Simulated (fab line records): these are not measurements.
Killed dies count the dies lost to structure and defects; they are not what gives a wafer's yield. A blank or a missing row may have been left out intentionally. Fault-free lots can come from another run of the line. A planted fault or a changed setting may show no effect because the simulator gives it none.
fab line records	flow sky130	part 1 of 2: steps 1 to 25 of 36
record: lots: 5	wafers: 15	last_day: 49
route steps=708 shown LI_CONTACT@377 LOCAL_INTERCONNECT@387 CONTACT@406
lots untouched by any fault: they come from a run of this same line in which no faults occurred
start_h: start of the lot's first displayed wafer, in hours after the record's first day	wait_h: hours since the lot's step before	" repeats the value in the row above	L1.1+2: one row covering several wafers at once	- value missing, or start not given	* or withheld: withheld	< > ~ a bound
route shown NAME@n: NAME is a module with steps in the file, n the number in the route of the first one	usual: mean/standard deviation taken from wafers without a fault	same: alike in all rows	chamber/n: place in a boat	sites: per-site readings	_std_site: standard deviation across them	_edge_site: inner sites' mean taken away from outer sites' mean	radius_mm: how far each site lies from the wafer's centre	mask NAME#n: copy n	behind: tool/chamber where the wafer was last shaped	hold: reason for holding the lot/hours on hold/outcome of the hold	device: the n, p or np transistor that did not switch	end of line: the tests these same wafers got at the end of their route	where a step has no rows: the recipe by itself	killed: the dies lost at the first sort to structure and to defects; this is not the yield of the wafer	map: shows each die of a wafer: x if killed, . if not, _ if none is there
set.NAME: the setting as run; set.NAME@STEP: as run at that earlier step	model.NAME: the simulator's own value behind a step, which no gauge read
lots at some steps of the route; a table a step, a row a wafer
services: from which hour (start_h, from the record's first day; less than 0 if before it) a tool's chamber was out of use, for how many hours, and why
== steps ==
step: SKY_LI_CONTACT_ETCH_15
recipe: target: PSG	chemistry: C4F8/O2/Ar	stop_on: Si	taper_deg: 4.15	mask_material: KrF-thick	source_w: 1500	bias_w: 1200	pressure_mtorr: 40	c4f8_flow_sccm: withheld	O2_flow_sccm: 6	Ar_flow_sccm: 300	time_s: withheld	target_depth_a: 6000
usual: oes_product_au: 0.838/0.0044
lot.wafer	tool	chamber	start_h	wait_h	oes_product_au
L082.3	rie_diel-04	0	747.04	0.0	0.842
L082.5	"	3	"	"	0.841
L082.6	"	2	"	"	0.838
L083.2	rie_diel-01	3	758.63	0.0	0.833
L083.3	"	1	"	"	0.834
L083.5	"	3	"	"	0.834
L084.1	rie_diel-02	3	758.98	0.0	0.844
L084.2	"	0	"	"	0.845
L084.3	"	2	"	"	0.839
L087.2	rie_diel-01	2	777.13	0.0	0.838
L087.5	"	2	"	"	0.840
L087.6	"	1	"	"	0.836
L089.1	rie_diel-04	3	806.69	0.0	0.832
L089.2	"	2	"	"	0.835
L089.4	"	1	"	"	0.834
step: SKY_LI_CONTACT_STRIP_16
recipe: chemistry: O2/N2	power_w: 1400	pressure_mtorr: 1500	platen_temp_c: withheld	o2_flow_sccm: 3000	n2_flow_sccm: 300	overash_fraction: 0.5
usual: drypump_motor_current_A: 5.9/0.57	o2_flow_sccm: 3000/8.6	oes_product_au: 0.375/0.0045	strip_time_to_endpoint_s: 3.50/0.037
lot.wafer	tool	chamber	start_h	wait_h	drypump_motor_current_A	o2_flow_sccm	oes_product_au	rf_hours_counter_h	strip_time_to_endpoint_s
L082.3	plasma_asher-02	0	747.16	-	6.3	3004	0.376	-	3.53
L082.5	"	1	"	"	6.2	3004	0.374	-	3.47
L082.6	"	0	"	"	6.3	3002	0.376	-	3.46
L083.2	plasma_asher-03	1	758.71	-	6.8	2991	0.378	36	3.50
L083.3	"	0	"	"	5.8	2988	0.375	-	3.46
L083.5	"	0	"	"	5.8	2987	0.372	-	3.51
L084.1	plasma_asher-02	1	759.06	-	6.2	2999	0.374	94	3.51
L084.2	"	0	"	"	6.3	2979	0.380	94	3.49
L084.3	"	0	"	"	6.3	2988	0.380	-	3.47
L087.2	plasma_asher-02	1	777.21	-	6.2	3006	0.379	96	3.51
L087.5	"	1	"	"	6.2	3002	0.369	-	3.54
L087.6	"	0	"	"	6.3	3001	0.377	-	3.47
L089.1	plasma_asher-03	1	806.78	-	6.8	3007	0.377	40	3.46
L089.2	"	0	"	"	5.7	3006	0.367	40	3.43
L089.4	"	1	"	"	6.8	2993	0.381	-	3.50
step: SKY_LI_CONTACT_CLEAN_17
recipe: chemistry: NMP	time_s: 600	temp_c: 60	dry: n2_spin
usual: bath_guard_temp_C: 60.2/0.33	temp_c: 59.98/0.13
lot.wafer	tool	chamber	start_h	wait_h	bath_guard_temp_C	temp_c
L082.3	wet_bench-04	1	747.23	0.0	60.3	60.30
L082.5	"	1	"	"	60.5	60.34
L082.6	"	1	"	"	60.4	60.06
L083.2	wet_bench-02	1	758.81	0.1	60.4	60.08
L083.3	"	1	"	"	59.8	60.17
L083.5	"	1	"	"	60.3	59.90
L084.1	wet_bench-04	1	759.16	0.1	60.3	59.87
L084.2	"	1	"	"	60.4	59.98
L084.3	"	1	"	"	60.6	59.88
L087.2	wet_bench-04	1	777.31	0.1	60.5	60.05
L087.5	"	1	"	"	60.6	60.07
L087.6	"	1	"	"	60.5	60.03
L089.1	wet_bench-01	1	806.88	0.1	60.6	60.08
L089.2	"	1	"	"	60.4	59.92
L089.4	"	1	"	"	60.0	60.07
step: SKY_LI_CONTACT_PRE_CLEAN_18
recipe: gas: Ar	time_s: 5.6	bias_v: 358
lot.wafer	tool	chamber	start_h	wait_h
L082.3+5+6	pvd_sputter-04	-	747.40	0.0
L083.2+3+5	pvd_sputter-01	-	758.99	0.0
L084.1+2+3	pvd_sputter-02	-	759.34	0.0
L087.2+5+6	pvd_sputter-01	-	777.50	0.0
L089.1+2+4	pvd_sputter-04	-	807.07	0.0
step: SKY_LI_CONTACT_SPUTTER_19
recipe: material: Ti	target_thk_nm: 20	chamber_pressure_pa: 5	power_w: 2500	substrate_temp_c: 200	time_s: 106.37
usual: throttle_valve_pct: 30.5/0.89
lot.wafer	tool	chamber	start_h	wait_h	throttle_valve_pct
L082.3	pvd_sputter-04	-	747.42	0.0	29.5
L082.5	"	-	"	"	29.2
L082.6	"	-	"	"	30.5
L083.2	pvd_sputter-01	-	759.01	0.0	30.2
L083.3	"	-	"	"	32.2
L083.5	"	-	"	"	29.4
L084.1	pvd_sputter-02	-	759.36	0.0	31.2
L084.2	"	-	"	"	29.8
L084.3	"	-	"	"	32.2
L087.2	pvd_sputter-01	-	777.52	0.0	30.2
L087.5	"	-	"	"	29.8
L087.6	"	-	"	"	32.1
L089.1	pvd_sputter-04	-	807.09	0.0	30.6
L089.2	"	-	"	"	29.2
L089.4	"	-	"	"	30.8
step: SKY_LI_CONTACT_SPUTTER_20
recipe: material: TiN	target_thk_nm: 20	chamber_pressure_pa: 5	power_w: 4000	time_s: 80
usual: throttle_valve_pct: 30.5/0.9
lot.wafer	tool	chamber	start_h	wait_h	throttle_valve_pct
L082.3	pvd_sputter-04	-	747.50	0.0	29.4
L082.5	"	-	"	"	29.1
L082.6	"	-	"	"	30.0
L083.2	pvd_sputter-01	-	759.08	0.0	30.2
L083.3	"	-	"	"	32.1
L083.5	"	-	"	"	29.4
L084.1	pvd_sputter-02	-	759.43	0.0	31.3
L084.2	"	-	"	"	29.9
L084.3	"	-	"	"	32.1
L087.2	pvd_sputter-01	-	777.60	0.0	30.1
L087.5	"	-	"	"	29.6
L087.6	"	-	"	"	31.9
L089.1	pvd_sputter-04	-	807.17	0.0	30.6
L089.2	"	-	"	"	29.1
L089.4	"	-	"	"	30.6
step: SKY_LI_CONTACT_CVD_21
recipe: material: W	target_thk_nm: 400	time_s: 120.56	temp_c: 400	pressure_torr: 40
usual: heater_power_w: 925/97
lot.wafer	tool	chamber	start_h	wait_h	heater_power_w
L082.3	cvd_w-02	1	747.60	0.1	800
L082.5	"	0	"	"	997
L082.6	"	1	"	"	801
L083.2	cvd_w-01	0	759.15	0.0	950
L083.3	"	0	"	"	935
L083.5	"	0	"	"	923
L084.1	cvd_w-02	0	759.50	0.0	1021
L084.2	"	1	"	"	790
L084.3	"	1	"	"	803
L087.2	cvd_w-02	0	777.66	0.0	1031
L087.5	"	1	"	"	792
L087.6	"	0	"	"	1042
L089.1	cvd_w-01	0	807.23	0.0	924
L089.2	"	1	"	"	976
L089.4	"	1	"	"	976
step: SKY_LI_CONTACT_RS_MEAS_22
recipe: thk_meas_gauge: four-point-probe	reads: W_of_LI_CONTACT_CVD_21+TiN_of_LI_CONTACT_SPUTTER_20+Ti_of_LI_CONTACT_SPUTTER_19
usual: LI_CONTACT_W_RS: 0.284/0.0032
lot.wafer	tool	chamber	start_h	wait_h	LI_CONTACT_W_RS[ohm/sq]
L082.3	film_metro-04	-	747.72	0.1	0.279
L082.5	"	-	"	"	0.283
L082.6	"	-	"	"	0.281
L083.2	film_metro-01	-	759.29	0.1	0.287
L083.3	"	-	"	"	0.286
L083.5	"	-	"	"	0.288
L084.1	film_metro-04	-	759.62	0.1	0.282
L084.2	"	-	"	"	0.280
L084.3	"	-	"	"	0.285
L087.2	film_metro-04	-	777.81	0.1	0.284
L087.5	"	-	"	"	0.284
L087.6	"	-	"	"	0.286
L089.1	film_metro-01	-	807.35	0.1	0.288
L089.2	"	-	"	"	0.291
L089.4	"	-	"	"	0.287
step: SKY_LI_CONTACT_THK_MEAS_23
recipe: thk_meas_gauge: xrf	reads: W_of_LI_CONTACT_CVD_21
usual: LI_CONTACT_W_THK: 412/6.3
lot.wafer	tool	chamber	start_h	wait_h	LI_CONTACT_W_THK[nm]
L082.3	film_metro-04	-	747.82	0.1	422
L082.5	"	-	"	"	418
L082.6	"	-	"	"	421
L083.2	film_metro-01	-	759.40	0.1	408
L083.3	"	-	"	"	407
L083.5	"	-	"	"	406
L084.1	film_metro-04	-	759.74	0.1	418
L084.2	"	-	"	"	422
L084.3	"	-	"	"	414
L087.2	film_metro-04	-	777.92	0.1	417
L087.5	"	-	"	"	415
L087.6	"	-	"	"	412
L089.1	film_metro-01	-	807.47	0.1	404
L089.2	"	-	"	"	400
L089.4	"	-	"	"	401
step: SKY_LI_CONTACT_CMP_24
recipe: stop_on: PSG	t_overpolish_s: 20	down_force_psi: 3.5	platen_rpm: 60	target_thk_nm: 0	pad_velocity_m_s: 0.94248
usual: motor_current_A: 10.7/1.1	overpolish_run_s: 20.001/0.0086	retaining_ring_pressure_frac: 0.999/0.005	time_to_endpoint_s: 98.2/2.9
lot.wafer	tool	chamber	start_h	wait_h	motor_current_A	overpolish_run_s	retaining_ring_pressure_frac	time_to_endpoint_s
L082.3	cmp-01	2	747.96	0.1	9.6	20.006	1.002	100.5
L082.5	"	0	"	"	10.9	20.005	0.995	101.8
L082.6	"	1	"	"	11.0	20.000	1.000	100.8
L083.3	cmp-01	1	759.45	0.0	11.7	20.002	0.995	94.5
L083.2	"	3	"	"	9.7	20.007	1.003	101.4
L083.5	"	2	"	"	9.9	19.995	1.013	96.3
L084.1	cmp-01	0	759.80	0.1	10.3	20.008	1.001	96.0
L084.2	"	2	"	"	9.9	20.000	1.003	99.1
L084.3	"	3	"	"	10.0	20.003	1.000	96.5
L087.2	cmp-02	3	777.97	0.0	13.5	20.000	1.002	92.1
L087.6	"	3	"	"	13.5	20.009	1.001	91.5
L087.5	"	0	"	"	10.5	20.007	0.996	99.9
L089.4	cmp-01	2	807.58	0.1	9.8	20.000	0.998	98.7
L089.2	"	3	"	"	10.0	19.987	0.995	99.9
L089.1	"	0	"	"	10.4	19.996	1.009	100.6
step: SKY_LOCAL_INTERCONNECT_SPUTTER_00
recipe: material: TiN	target_thk_nm: 100	temp_c: 300	power_w: 6500	time_s: 83.3	chamber_pressure_pa: 0.4
usual: throttle_valve_pct: 30.6/1.2
lot.wafer	tool	chamber	start_h	wait_h	throttle_valve_pct
L082.3	pvd_sputter-01	-	748.16	0.1	29.5
L082.5	"	-	"	"	29.8
L082.6	"	-	"	"	32.0
L083.2	pvd_sputter-03	-	759.75	0.1	31.0
L083.3	"	-	"	"	33.0
L083.5	"	-	"	"	29.8
L084.1	pvd_sputter-04	-	760.10	0.2	29.1
L084.2	"	-	"	"	31.0
L084.3	"	-	"	"	30.5
L087.2	pvd_sputter-03	-	778.27	0.2	29.8
L087.5	"	-	"	"	29.6
L087.6	"	-	"	"	29.7
L089.1	pvd_sputter-04	-	807.83	0.1	31.1
L089.2	"	-	"	"	30.6
L089.4	"	-	"	"	30.4
step: SKY_LOCAL_INTERCONNECT_RS_MEAS_01
recipe: thk_meas_gauge: four-point-probe	reads: TiN_of_LOCAL_INTERCONNECT_SPUTTER_00
usual: LOCAL_INTERCONNECT_TIN_RS: 14.16/0.16
lot.wafer	tool	chamber	start_h	wait_h	LOCAL_INTERCONNECT_TIN_RS[ohm/sq]
L082.3	film_metro-02	-	748.27	0.1	14.32
L082.5	"	-	"	"	14.53
L082.6	"	-	"	"	14.42
L083.2	film_metro-03	-	759.83	0.1	14.11
L083.3	"	-	"	"	14.01
L083.5	"	-	"	"	14.12
L084.1	film_metro-04	-	760.16	0.0	14.08
L084.2	"	-	"	"	14.23
L084.3	"	-	"	"	13.92
L087.2	film_metro-03	-	778.35	0.1	14.13
L087.5	"	-	"	"	14.03
L087.6	"	-	"	"	14.21
L089.1	film_metro-04	-	807.90	0.0	14.06
L089.2	"	-	"	"	13.80
L089.4	"	-	"	"	13.95
step: SKY_LOCAL_INTERCONNECT_THK_MEAS_02
recipe: thk_meas_gauge: xrf	reads: TiN_of_LOCAL_INTERCONNECT_SPUTTER_00
usual: LOCAL_INTERCONNECT_TIN_THK: 100.7/1.4
lot.wafer	tool	chamber	start_h	wait_h	LOCAL_INTERCONNECT_TIN_THK[nm]
L082.3	film_metro-02	-	748.37	0.1	98.9
L082.5	"	-	"	"	98.0
L082.6	"	-	"	"	98.2
L083.2	film_metro-03	-	759.94	0.1	101.8
L083.3	"	-	"	"	102.6
L083.5	"	-	"	"	102.1
L084.1	film_metro-04	-	760.28	0.1	101.1
L084.2	"	-	"	"	100.3
L084.3	"	-	"	"	102.4
L087.2	film_metro-03	-	778.46	0.1	101.6
L087.5	"	-	"	"	101.9
L087.6	"	-	"	"	100.8
L089.1	film_metro-04	-	808.02	0.1	100.7
L089.2	"	-	"	"	102.9
L089.4	"	-	"	"	101.7
step: SKY_LOCAL_INTERCONNECT_DEHYDRATE_03
recipe: temp_c: 200	time_s: 60
lot.wafer	tool	chamber	start_h	wait_h
L082.3+5+6	litho_track-02	0	760.91	12.5
L083.2+3+5	litho_track-01	0	773.66	13.7
L084.1+2+3	litho_track-04	0	773.80	13.5
L087.2+5+6	litho_track-02	0	790.29	11.8
L089.1+2+4	litho_track-02	0	820.46	12.4
step: SKY_LOCAL_INTERCONNECT_HMDS_04
recipe: prime_time_s: 60	prime_temp_c: 120
lot.wafer	tool	chamber	start_h	wait_h
L082.3+5+6	litho_track-02	0	761.06	0.1
L083.2+3+5	litho_track-01	0	773.81	0.1
L084.1+2+3	litho_track-04	0	773.95	0.1
L087.2+5+6	litho_track-02	0	790.44	0.1
L089.1+2+4	litho_track-02	0	820.61	0.1
step: SKY_LOCAL_INTERCONNECT_COAT_05
recipe: resist: BARC	temp_c: withheld	time_s: withheld	spin_rpm: 3000	resist_thk_nm: 60
usual: spin_speed_rpm: 3000.2/2.2
lot.wafer	tool	chamber	start_h	wait_h	spin_speed_rpm
L082.3	litho_track-02	0	761.21	0.1	2997.5
L082.5	"	0	"	"	2996.8
L082.6	"	0	"	"	3001.4
L083.2	litho_track-01	0	773.96	0.1	3000.7
L083.3	"	0	"	"	3002.1
L083.5	"	0	"	"	3000.0
L084.1	litho_track-04	0	774.10	0.1	2999.8
L084.2	"	0	"	"	3003.4
L084.3	"	0	"	"	3001.8
L087.2	litho_track-02	0	790.59	0.1	3002.5
L087.5	"	0	"	"	3001.0
L087.6	"	0	"	"	2998.2
L089.1	litho_track-02	0	820.76	0.1	3000.6
L089.2	"	0	"	"	3002.4
L089.4	"	0	"	"	3001.1
step: SKY_LOCAL_INTERCONNECT_COAT_06
recipe: resist: KrF-thick	spin_rpm: 3000	resist_thk_nm: 450
usual: spin_speed_rpm: 3000.2/1.9
lot.wafer	tool	chamber	start_h	wait_h	spin_speed_rpm
L082.3	litho_track-02	0	-	-	3000.9
L082.5	"	0	"	"	2998.2
L082.6	"	0	"	"	2998.0
L083.2	litho_track-01	0	-	-	3000.2
L083.3	"	0	"	"	2998.1
L083.5	"	0	"	"	3000.2
L084.1	litho_track-04	0	-	-	3002.0
L084.2	"	0	"	"	3005.5
L084.3	"	0	"	"	3001.8
L087.2	litho_track-02	0	-	-	2998.2
L087.5	"	0	"	"	3002.7
L087.6	"	0	"	"	2999.0
L089.1	litho_track-02	0	-	-	3000.2
L089.2	"	0	"	"	2998.5
L089.4	"	0	"	"	3000.3
step: SKY_LOCAL_INTERCONNECT_SOFTBAKE_07
recipe: temp_c: 100	time_s: 87.42	resist: KrF-thick
lot.wafer	tool	chamber	start_h	wait_h
L082.3+5+6	litho_track-02	0	-	-
L083.2+3+5	litho_track-01	0	-	-
L084.1+2+3	litho_track-04	0	-	-
L087.2+5+6	litho_track-02	0	-	-
L089.1+2+4	litho_track-02	0	-	-
step: SKY_LOCAL_INTERCONNECT_EXPOSE_08
recipe: mask_id: LI1M	na: 0.8	source_shape: annular	sigma_inner: 0.55	sigma_outer: 0.85	target_cd_nm: 170	dose_mj: 28
lot.wafer	tool	chamber	start_h	wait_h	mask
L082.3+5+6	krf_scanner-02	0	-	-	LI1M#0
L083.2+3+5	krf_scanner-02	0	-	-	LI1M#0
L084.1+2+3	krf_scanner-01	0	-	-	LI1M#0
L087.2+5+6	krf_scanner-02	0	-	-	LI1M#0
L089.1+2+4	krf_scanner-02	0	-	-	LI1M#0
step: SKY_LOCAL_INTERCONNECT_PEB_09
recipe: peb_temp_c: withheld	peb_time_s: withheld	resist: KrF-thick
lot.wafer	tool	chamber	start_h	wait_h
L082.3+5+6	litho_track-01	0	-	-
L083.2+3+5	litho_track-02	0	-	-
L084.1+2+3	litho_track-01	0	-	-
L087.2+5+6	litho_track-04	0	-	-
L089.1+2+4	litho_track-01	0	-	-
step: SKY_LOCAL_INTERCONNECT_DEVELOP_10
recipe: develop_time_s: 60	resist: KrF-thick	dev_temp_c: 21
lot.wafer	tool	chamber	start_h	wait_h
L082.3+5+6	litho_track-01	0	-	-
L083.2+3+5	litho_track-02	0	-	-
L084.1+2+3	litho_track-01	0	-	-
L087.2+5+6	litho_track-04	0	-	-
L089.1+2+4	litho_track-01	0	-	-
step: SKY_LOCAL_INTERCONNECT_CD_MEAS_11
recipe: target_cd_nm: 170
usual: cd_nm: 169.5/1.6
lot.wafer	tool	chamber	start_h	wait_h	cd_nm
L082.3	cd_sem-01	-	775.12	-	167.8
L082.5	"	-	"	"	167.2
L082.6	"	-	"	"	168.6
L083.2	cd_sem-01	-	786.43	-	168.0
L083.3	"	-	"	"	169.1
L083.5	"	-	"	"	168.4
L084.1	cd_sem-02	-	787.13	-	170.7
L084.2	"	-	"	"	170.6
L084.3	"	-	"	"	169.8
L087.2	cd_sem-02	-	805.07	-	168.9
L087.5	"	-	"	"	167.0
L087.6	"	-	"	"	168.1
L089.1	cd_sem-01	-	834.48	-	169.4
L089.2	"	-	"	"	170.2
L089.4	"	-	"	"	169.5
step: SKY_LOCAL_INTERCONNECT_OVL_MEAS_12
usual: LOCAL_INTERCONNECT_OVL: -3/4.7
lot.wafer	tool	chamber	start_h	wait_h	LOCAL_INTERCONNECT_OVL[nm]
L082.3	overlay-01	-	775.21	0.1	2
L082.5	"	-	"	"	2
L082.6	"	-	"	"	10
L083.2	overlay-01	-	786.54	0.1	-6
L083.3	"	-	"	"	-1
L083.5	"	-	"	"	1
L084.1	overlay-02	-	787.25	0.1	-6
L084.2	"	-	"	"	-5
L084.3	"	-	"	"	-9
L087.2	overlay-01	-	805.18	0.1	-1
L087.5	"	-	"	"	-3
L087.6	"	-	"	"	-5
L089.1	overlay-01	-	834.60	0.1	-5
L089.2	"	-	"	"	2
L089.4	"	-	"	"	-1
step: SKY_LOCAL_INTERCONNECT_ETCH_13
recipe: chemistry: N2/H2	target: BARC	ion_energy_ev: 200	bias_w: 100	pressure_mtorr: 30	n2_flow_sccm: 100	h2_flow_sccm: 200	icp_w: 500	stop_on: SiO2	time_s: 45.9	target_depth_a: 600
usual: drypump_motor_current_A: 5.6/0.44	oes_product_au: 0.855/0.005	throttle_valve_pct: 13.225/0.0096
lot.wafer	tool	chamber	start_h	wait_h	drypump_motor_current_A	oes_product_au	rf_hours_counter_h	throttle_valve_pct
L082.3	rie_metal-03	1	775.26	0.0	5.4	0.850	-	13.239
L082.5	"	0	"	"	6.1	0.850	-	13.213
L082.6	"	1	"	"	5.4	0.855	-	13.220
L083.2	rie_metal-03	1	786.57	0.0	5.4	0.854	14	13.234
L083.3	"	1	"	"	5.4	0.861	-	13.222
L083.5	"	1	"	"	5.4	0.858	-	13.222
L084.1	rie_metal-04	1	787.29	0.0	5.1	0.849	3	13.213
L084.2	"	0	"	"	5.4	0.852	13	13.206
L084.3	"	1	"	"	5.1	0.844	-	13.224
L087.2	rie_metal-03	1	805.21	0.0	5.4	0.857	14	13.218
L087.5	"	1	"	"	5.4	0.854	-	13.236
L087.6	"	0	"	"	6.1	0.860	-	13.239
L089.1	rie_metal-04	0	834.64	0.0	5.4	0.859	15	13.233
L089.2	"	1	"	"	5.1	0.852	5	13.227
L089.4	"	0	"	"	5.4	0.859	-	13.223
step: SKY_LOCAL_INTERCONNECT_METAL_ETCH_14
recipe: target_depth_nm: 110	stop_on: PSG	chemistry: Cl2/BCl3	target: TiN	resist_sidewall_deg: 88	pressure_mtorr: 10	icp_w: 900	bias_w: 48.5	Cl2_flow_sccm: 60	bcl3_flow_sccm: 30	time_s: 31.4
usual: drypump_motor_current_A: 5.5/0.44	oes_product_au: 0.941/0.008	throttle_valve_pct: 21.902/0.01
lot.wafer	tool	chamber	start_h	wait_h	drypump_motor_current_A	oes_product_au	rf_hours_counter_h	throttle_valve_pct
L082.3	rie_metal-03	1	775.32	0.0	5.4	0.929	-	21.906
L082.5	"	0	"	"	6.1	0.927	-	21.907
L082.6	"	1	"	"	5.4	0.930	-	21.927
L083.2	rie_metal-03	1	786.63	0.0	5.4	0.940	14	21.906
L083.3	"	1	"	"	5.4	0.945	-	21.919
L083.5	"	1	"	"	5.4	0.936	-	21.910
L084.1	rie_metal-04	1	787.35	0.0	5.1	0.934	4	21.909
L084.2	"	0	"	"	5.4	0.938	13	21.914
L084.3	"	1	"	"	5.0	0.948	-	21.894
L087.2	rie_metal-03	1	805.27	0.0	5.5	0.944	14	21.889
L087.5	"	1	"	"	5.4	0.947	-	21.904
L087.6	"	0	"	"	6.1	0.944	-	21.893
L089.1	rie_metal-04	0	834.70	0.0	5.4	0.949	15	21.893
L089.2	"	1	"	"	5.1	0.948	5	21.895
L089.4	"	0	"	"	5.4	0.941	-	21.892
